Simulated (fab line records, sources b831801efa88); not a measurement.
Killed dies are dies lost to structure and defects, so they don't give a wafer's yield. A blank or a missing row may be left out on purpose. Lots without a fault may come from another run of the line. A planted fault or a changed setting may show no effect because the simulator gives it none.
fab line records | flow gf180mcu
record lots=15 wafers=45 last_day=34
route steps=602 shown HV_LDD@206 V3@446 M4@458
lots that met no fault: from a run of the same line without faults
start_h: hours from the record's first day to the start of the lot's first wafer shown | wait_h: hours since the lot's step before | " the same as in the row above | L1.1+2: a row that stands for several wafers | - no value, or no start given | * or withheld: withheld | < > ~ a bound
route shown NAME@n: a module of which the file shows steps, and the number in the route of the first | usual: mean/standard deviation of fault-free wafers | same: alike in all rows | chamber/n: place in a boat | sites: the reading at each site | _std_site: their standard deviation | _edge_site: outer sites' mean less inner sites' | radius_mm: how far each site lies from the wafer's centre | mask NAME#n: copy n | behind: the tool/chamber that last shaped the wafer | hold: why the lot was held/for how many hours/how that ended | device: the transistor (n, p or np) that didn't switch | end of line: the same wafers' tests at the end of the route | a step without rows: its recipe alone | killed: dies lost to structure and defects at the first sort, not the wafer's yield | map: a wafer's dies, x killed, . not, _ none there
set.NAME: the setting as run; set.NAME@STEP: as run at that earlier step | model.NAME: the simulator's own value behind a step, which no gauge read
steps of the route over a sample of lots; a table a step, a row a wafer
services: from which hour (start_h, from the record's first day; less than 0 if before it) a tool's chamber was out of use, for how many hours, and why
## steps
# step GF_HV_LDD_DEVELOP_30
# recipe develop_time_s=60 dev_temp_c=23
# usual chill_plate_temp_C=23.00/0.12 develop_time_s=60/0
# columns lot.wafer tool chamber start_h wait_h chill_plate_temp_C develop_time_s
L305.1 litho_track-02 0 253.59 0.1 22.92 60
L305.4 " 0 " " 22.99 60
L305.5 " 0 " " 22.95 60
L306.1 litho_track-04 0 264.61 0.1 22.90 60
L306.4 " 0 " " 23.09 60
L306.5 " 0 " " 22.90 60
L307.2 litho_track-02 0 271.86 0.1 23.07 60
L307.4 " 0 " " 23.07 60
L307.6 " 0 " " 23.08 60
L309.1 litho_track-03 0 285.67 0.1 22.93 60
L309.5 " 0 " " 22.98 60
L309.6 " 0 " " 22.98 60
L311.1 litho_track-02 0 310.89 0.1 23.12 60
L311.2 " 0 " " 23.15 60
L311.5 " 0 " " 23.22 60
L313.1 litho_track-04 0 316.35 0.1 23.05 60
L313.4 " 0 " " 22.79 60
L313.6 " 0 " " 22.71 60
L314.1 litho_track-04 - 322.10 0.1 - -
L314.4 " - " " - -
L314.5 " - " " - -
L315.2 litho_track-03 - 338.99 0.1 - -
L315.3 " - " " - -
L315.5 " - " " - -
L316.1 litho_track-03 - 339.87 0.1 - -
L316.2 " - " " - -
L316.4 " - " " - -
L321.1 litho_track-04 0 380.45 0.1 22.82 60
L321.3 " 0 " " 22.95 60
L321.5 " 0 " " 23.09 60
L324.1 litho_track-02 0 403.34 0.1 22.84 60
L324.3 " 0 " " 23.00 60
L324.5 " 0 " " 22.93 60
L325.1 litho_track-03 0 411.62 0.1 23.08 60
L325.2 " 0 " " 23.19 60
L325.5 " 0 " " 23.02 60
L326.1 litho_track-04 0 415.95 0.1 22.81 60
L326.2 " 0 " " 22.97 60
L326.4 " 0 " " 23.10 60
L327.1 litho_track-02 0 425.49 0.1 23.14 60
L327.2 " 0 " " 23.14 60
L327.4 " 0 " " 23.14 60
L328.2 litho_track-02 0 431.46 0.1 23.09 60
L328.3 " 0 " " 23.12 60
L328.4 " 0 " " 22.99 60
# step GF_V3_ETCH_17
# recipe chemistry=C4F8/O2/Ar mask_material=KrF target=SiO2 stop_on=TiN source_w=1500 bias_w=1200 pressure_mtorr=40 c4f8_flow_sccm=withheld O2_flow_sccm=6 Ar_flow_sccm=300 time_s=withheld target_depth_a=6350
# usual oes_product_au=0.856/0.0045
# columns lot.wafer tool chamber start_h wait_h oes_product_au
L305.1 rie_diel-03 1 - - 0.847
L305.4 " 1 " " 0.862
L305.5 " 0 " " 0.859
L306.1 rie_diel-04 2 - - 0.860
L306.4 " 3 " " 0.852
L306.5 " 0 " " 0.862
L307.2 rie_diel-03 2 - - 0.855
L307.4 " 0 " " 0.850
L307.6 " 3 " " 0.854
L309.1 rie_diel-01 1 - - 0.862
L309.5 " 3 " " 0.852
L309.6 " 0 " " 0.860
L311.1 rie_diel-01 3 - - 0.861
L311.2 " 1 " " 0.860
L311.5 " 0 " " 0.857
L313.1 rie_diel-04 1 - - 0.850
L313.4 " 3 " " 0.847
L313.6 " 0 " " 0.854
L321.1 rie_diel-01 0 - - 0.855
L321.3 " 2 " " 0.862
L321.5 " 2 " " 0.859
L324.1 rie_diel-01 3 - - 0.860
L324.3 " 0 " " 0.857
L324.5 " 1 " " 0.853
L325.1 rie_diel-04 1 - - 0.856
L325.2 " 3 " " 0.857
L325.5 " 3 " " 0.855
L326.1 rie_diel-04 0 - - 0.851
L326.2 " 1 " " 0.854
L326.4 " 2 " " 0.856
L327.1 rie_diel-01 2 - - 0.854
L327.2 " 1 " " 0.850
L327.4 " 2 " " 0.863
L328.2 rie_diel-03 0 - - 0.850
L328.3 " 3 " " 0.859
L328.4 " 2 " " 0.859
# step GF_M4_SPUTTER_02
# recipe material=AlCu target_thk_nm=450 power_w=10600 time_s=23.9 chamber_pressure_pa=0.4
# usual chamber_pressure_pa=0.4002/0.00077 throttle_valve_pct=30.1/0.81
# columns lot.wafer tool chamber start_h wait_h chamber_pressure_pa throttle_valve_pct
L305.1 pvd_sputter-01 - 513.11 0.0 0.4013 29.0
L305.4 " - " " 0.4015 29.3
L305.5 " - " " 0.4001 31.8
L306.1 pvd_sputter-01 - 531.67 0.0 0.4006 31.7
L306.4 " - " " 0.4015 29.2
L306.5 " - " " 0.4004 30.0
L307.2 pvd_sputter-01 - 538.57 0.0 0.4002 29.2
L307.4 " - " " 0.3998 29.6
L307.6 " - " " 0.3994 30.1
L309.1 pvd_sputter-04 - 550.87 0.0 0.4005 31.3
L309.5 " - " " 0.3997 29.9
L309.6 " - " " 0.4005 30.6
L311.1 pvd_sputter-02 - 578.39 0.0 0.3982 29.5
L311.2 " - " " 0.4001 29.1
L311.5 " - " " 0.4013 29.4
L313.1 pvd_sputter-01 - 583.86 0.0 0.4003 31.7
L313.4 " - " " 0.4007 29.7
L313.6 " - " " 0.4009 29.9
L321.1 pvd_sputter-01 - 647.82 0.0 0.4003 29.6
L321.3 " - " " 0.4006 30.0
L321.5 " - " " 0.4001 29.9
L324.1 pvd_sputter-01 - 668.63 0.0 0.4010 30.0
L324.3 " - " " 0.3998 31.7
L324.5 " - " " 0.4000 29.9
L325.1 pvd_sputter-01 - 673.43 0.0 0.3986 29.6
L325.2 " - " " 0.4006 30.3
L325.5 " - " " 0.3999 31.6
L326.1 pvd_sputter-04 - 679.81 0.0 0.3997 29.8
L326.2 " - " " 0.4004 30.7
L326.4 " - " " 0.4004 30.2
L328.2 pvd_sputter-02 - 690.26 0.0 0.3989 29.1
L328.3 " - " " 0.4005 29.3
L328.4 " - " " 0.4004 30.5
L327.1 pvd_sputter-01 - 690.35 0.0 0.4017 31.6
L327.2 " - " " 0.3989 29.2
L327.4 " - " " 0.3989 30.0
# step GF_M4_STRIP_17
# recipe chemistry=O2/N2 power_w=1400 pressure_mtorr=1500 platen_temp_c=250 o2_flow_sccm=3000 n2_flow_sccm=300 overash_fraction=0.5
# usual drypump_motor_current_A=5.7/0.33 heater_power_w=335/28 oes_product_au=0.538/0.005 strip_time_to_endpoint_s=7.38/0.045
# same overash_fraction=0.5
# columns lot.wafer tool chamber start_h wait_h drypump_motor_current_A heater_power_w oes_product_au rf_hours_counter_h strip_time_to_endpoint_s
L305.1 plasma_asher-03 0 536.22 0.1 5.7 329 0.535 43 7.37
L305.4 " 1 " " 5.7 369 0.538 - 7.29
L305.5 " 0 " " 5.7 334 0.544 - 7.44
L306.1 plasma_asher-03 1 555.00 0.1 5.8 376 0.538 45 7.39
L306.4 " 1 " " 5.7 369 0.540 - 7.41
L306.5 " 0 " " 5.7 335 0.542 - 7.40
L307.2 plasma_asher-03 0 561.42 0.1 5.7 340 0.536 46 7.44
L307.4 " 0 " " 5.8 333 0.542 - 7.42
L307.6 " 0 " " 5.8 327 0.537 - 7.47
L309.1 plasma_asher-02 1 572.50 0.1 5.8 356 0.540 98 7.35
L309.5 " 1 " " 5.8 356 0.540 - 7.41
L309.6 " 0 " " 5.5 348 0.532 - 7.36
L311.1 plasma_asher-02 1 599.24 0.2 5.8 357 0.547 99 7.34
L311.2 " 0 " " 5.5 343 0.534 99 7.38
L311.5 " 1 " " 5.8 354 0.541 - 7.40
L313.1 plasma_asher-01 1 604.90 0.1 4.9 284 0.540 19 7.31
L313.4 " 0 " " 6.2 312 0.532 - 7.32
L313.6 " 0 " " 6.2 311 0.538 - 7.40
L321.1 plasma_asher-01 1 667.41 0.1 4.9 287 0.545 27 7.44
L321.3 " 0 " " 6.2 302 0.549 - 7.45
L321.5 " 0 " " 6.1 316 0.540 - 7.36
L324.1 plasma_asher-03 1 687.36 0.1 5.7 365 0.529 59 7.36
L324.3 " 0 " " 5.7 330 0.542 - 7.41
L324.5 " 0 " " 5.7 331 0.539 - 7.41
L325.1 plasma_asher-01 0 691.87 0.1 6.1 303 0.538 30 7.35
L325.2 " 1 " " 4.9 281 0.542 30 7.35
L325.5 " 1 " " 4.9 281 0.534 - 7.36
L326.1 plasma_asher-02 0 698.89 0.2 5.5 339 0.536 109 7.30
L326.2 " 1 " " 5.8 358 0.534 109 7.33
L326.4 " 1 " " 5.8 352 0.530 - 7.33
L328.2 plasma_asher-03 0 709.04 0.2 5.7 328 0.537 61 7.30
L328.3 " 1 " " 5.7 373 0.530 - 7.27
L328.4 " 0 " " 5.7 335 0.536 - 7.29
L327.1 plasma_asher-02 0 709.42 0.1 5.5 331 0.537 110 7.33
L327.2 " 1 " " 5.8 343 0.528 110 7.35
L327.4 " 0 " " 5.5 338 0.544 - 7.38
## services
# columns tool chamber start_h hours kind
pvd_sputter-01 - 245.72 8.6 repair
rie_diel-01 3 279.73 5.5 repair
rie_diel-04 3 289.35 2.3 repair
rie_diel-04 0 315.36 8.3 repair
plasma_asher-03 - 349.58 8.2 repair
plasma_asher-02 - 361.33 1.0 repair
rie_diel-01 1 445.04 1.5 repair
plasma_asher-03 - 445.08 2.3 repair
pvd_sputter-01 - 445.83 1.2 repair
pvd_sputter-01 - 447.72 2.3 repair
plasma_asher-03 - 457.20 2.8 pm
rie_diel-04 1 521.97 5.4 repair
rie_diel-01 0 558.25 9.5 repair
rie_diel-01 3 565.68 7.7 repair
rie_diel-01 2 567.21 5.0 repair
plasma_asher-02 - 575.43 0.5 repair
plasma_asher-02 - 581.83 12.8 repair
plasma_asher-02 - 594.68 2.8 pm
pvd_sputter-01 - 612.59 9.1 repair
rie_diel-04 - 627.23 28.1 pm
rie_diel-01 1 638.33 3.9 repair
rie_diel-01 0 674.90 14.7 repair
pvd_sputter-01 - 675.05 0.6 repair
rie_diel-01 3 685.90 6.6 repair
## key
first_sign step=GF_HV_LDD_DEVELOP_30 reading=tool_record direction=missing
effect none on later readings
met_at GF_HV_LDD_DEVELOP_30
struck_lots L314,L315,L316
later_rows_left_out L314.1,L314.4,L314.5,L315.2,L315.3,L315.5,L316.1,L316.2,L316.4
sort_left_out L314.1,L314.4,L314.5,L315.2,L315.3,L315.5,L316.1,L316.2,L316.4
tester_left_out L314,L315,L316
not_acting_at GF_V3_ETCH_17,GF_M4_SPUTTER_02,GF_M4_STRIP_17
onset_between 316.35 322.10
fault kind=skipped_step_whole tool=litho_track-03,litho_track-04 chamber=- onset_h=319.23 steps=GF_HV_LDD_DEVELOP_30 scope=struck_lots_only
# tester_left_out: of these lots the tester's yield and bins aren't shown, on N5 and GAA mostly nor the transistor test; their killed dies are dies lost to structure and defects alone, not to doping, threshold or leakage, so they don't give the yield
# sort_left_out: the simulated sort isn't trusted on such a fault, so these wafers' sort isn't shown, and their yield isn't known
# later_rows_left_out: the simulator's readings of these wafers behind a module that went badly wrong aren't trusted and aren't shown, but for the sort
